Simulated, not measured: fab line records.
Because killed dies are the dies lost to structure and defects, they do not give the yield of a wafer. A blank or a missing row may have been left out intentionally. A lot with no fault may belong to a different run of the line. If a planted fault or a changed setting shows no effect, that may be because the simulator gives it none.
Struck lot and sound lot, side by side | flow sky130 | 18 out of 708 route steps
Sound: these wafers, L336.2, L336.3, L336.4. Struck: wafer L343.1; the same lot's L343.2 was not struck, so it is left out; see the end for the cause.
Each step with rows lists, per side, the tool, then ch with its chambers, then its first start. Under that, the readings that differ: sound wafers | struck wafers | difference of the means | sigmas: that difference in standard deviations of wafers without a fault.
alike: same words and numbers on both sides, and readings whose means sit less than 2 such deviations apart. not compared: any withheld reading, any reading some wafer has no value for, any bound like >300 that may hide the same value, and any number with overlapping values for which the record gives no deviation.
Wherever a step has rows on one side only, a row that says differs or no value, or a row with sigmas, the two part there. When numbers do not overlap yet have no deviation, they are printed without sigmas and do not part them. A reading missing from all wafers of one side parts the sides only when that side holds two or more wafers.

first, 1 step without rows for these wafers: SKY_VT_ADJUST_PCH_IMPLANT_08.
SKY_VT_ADJUST_PCH_STRIP_09: strips in O2/N2.
  sound on plasma-asher-03 ch 0,1, day 12 17:14; struck on plasma-asher-01 ch 0, day 14 21:07
  alike: drypump-motor-current-A, oes-product-au, strip-time-to-endpoint-s
  not compared: rf-hours-counter-h
SKY_VT_ADJUST_PCH_TW_MEAS_10:
  struck on film-metro-02, day 14 21:13; sound on film-metro-02, day 12 17:21
  alike: VT_ADJUST_PCH_TW
then, 7 steps without rows for these wafers: SKY_SONOS_TUNNEL_DEHYDRATE_00 (time 60 s); SKY_SONOS_TUNNEL_HMDS_01 (prime time 60 s); SKY_SONOS_TUNNEL_COAT_02 (resist thk 1140 nm); SKY_SONOS_TUNNEL_SOFTBAKE_03 (time 60 s); SKY_SONOS_TUNNEL_EXPOSE_04 (exposes mask TUNM, target cd 410 nm); SKY_SONOS_TUNNEL_PEB_05; SKY_SONOS_TUNNEL_DEVELOP_06 (develop time 60 s).
SKY_SONOS_TUNNEL_CD_MEAS_07: the cd target is 410 nm.
  struck on cd-sem-02, day 16 00:22; sound on cd-sem-01, day 13 18:29
  alike: cd-nm
SKY_SONOS_TUNNEL_OVL_MEAS_08:
  struck on overlay-01, day 16 00:29; sound on overlay-01, day 13 18:36
  alike: SONOS_TUNNEL_OVL
SKY_SONOS_TUNNEL_IMPLANT_09:
  sound on implanter-03 ch 0, day 13 18:39; struck on implanter-03 ch 0, day 16 00:32
  alike: beam-on-s
then, 2 steps without rows for these wafers: SKY_SONOS_TUNNEL_WET_ETCH_10 (etches SiO2 in dHF, target depth 14 nm, time 280 s); SKY_SONOS_TUNNEL_STRIP_11 (strips in SPM, time 600 s).
SKY_SONOS_TUNNEL_TW_MEAS_12:
  struck on film-metro-04, day 16 01:07; sound on film-metro-03, day 13 19:03
  reading         | sound             | struck | difference | sigmas
  SONOS_TUNNEL_TW | 194.9 193.5 195.6 | 181.3  | -13.4      | -7
then, 1 step without rows for these wafers: SKY_SONOS_TUNNEL_CLEAN_13 (cleans in dHF, time 20 s).
-- record jumps: 33 days separate the struck wafers' starts on either side; left off in module SONOS_TUNNEL, taken up again in module PAD_OPEN, whose first shown step is the route's number 708 --
SKY_PAD_OPEN_PROBE_99:
  struck on prober-01, day 49 06:41; sound on prober-01, day 48 02:08
  reading                                     | sound                   | struck  | difference | sigmas
  killed-at-other                             | 1 0 0                   | 2       | +2         | +3
  model.etest.tip-sonos.rs-ohm-sq             | 2696 2674 2702          | 2570    | -121       |
  model.etest.tip-sonos.rs-ohm-sq-range       | 40.14 34.48 45.79       | 85.39   | +45.25     |
  model.etest.sonos-uncharged.r-on-ohm-um     | 830.4 831.2 832.4       | 778     | -53        |
  model.etest.sonos-programmed.off-log10-a-um | -14.1 -14 -13.98        | -13.29  | +0.74      |
  model.etest.sonos-uncharged.vt-v (V)        | -0.4309 -0.4164 -0.4214 | -0.5424 | -0.1195    |
  model.etest.sonos-baked.vt-v (V)            | 0.8633 0.9269 0.8703    | 0.9341  | +0.0473    |
  alike: killed_at_M0_to_M3, killed_at_M4_up, killed-at-contacts, killed-at-front-end, killed-dies, killed-open, killed-short
  not compared: model.etest.tip-sonos.rs-ohm-sq-rim-less-centre

== WHERE THEY PART ==
Last at SKY_PAD_OPEN_PROBE_99 as far as this record goes, first at SKY_SONOS_TUNNEL_TW_MEAS_12.

WHY: what the simulator had put in
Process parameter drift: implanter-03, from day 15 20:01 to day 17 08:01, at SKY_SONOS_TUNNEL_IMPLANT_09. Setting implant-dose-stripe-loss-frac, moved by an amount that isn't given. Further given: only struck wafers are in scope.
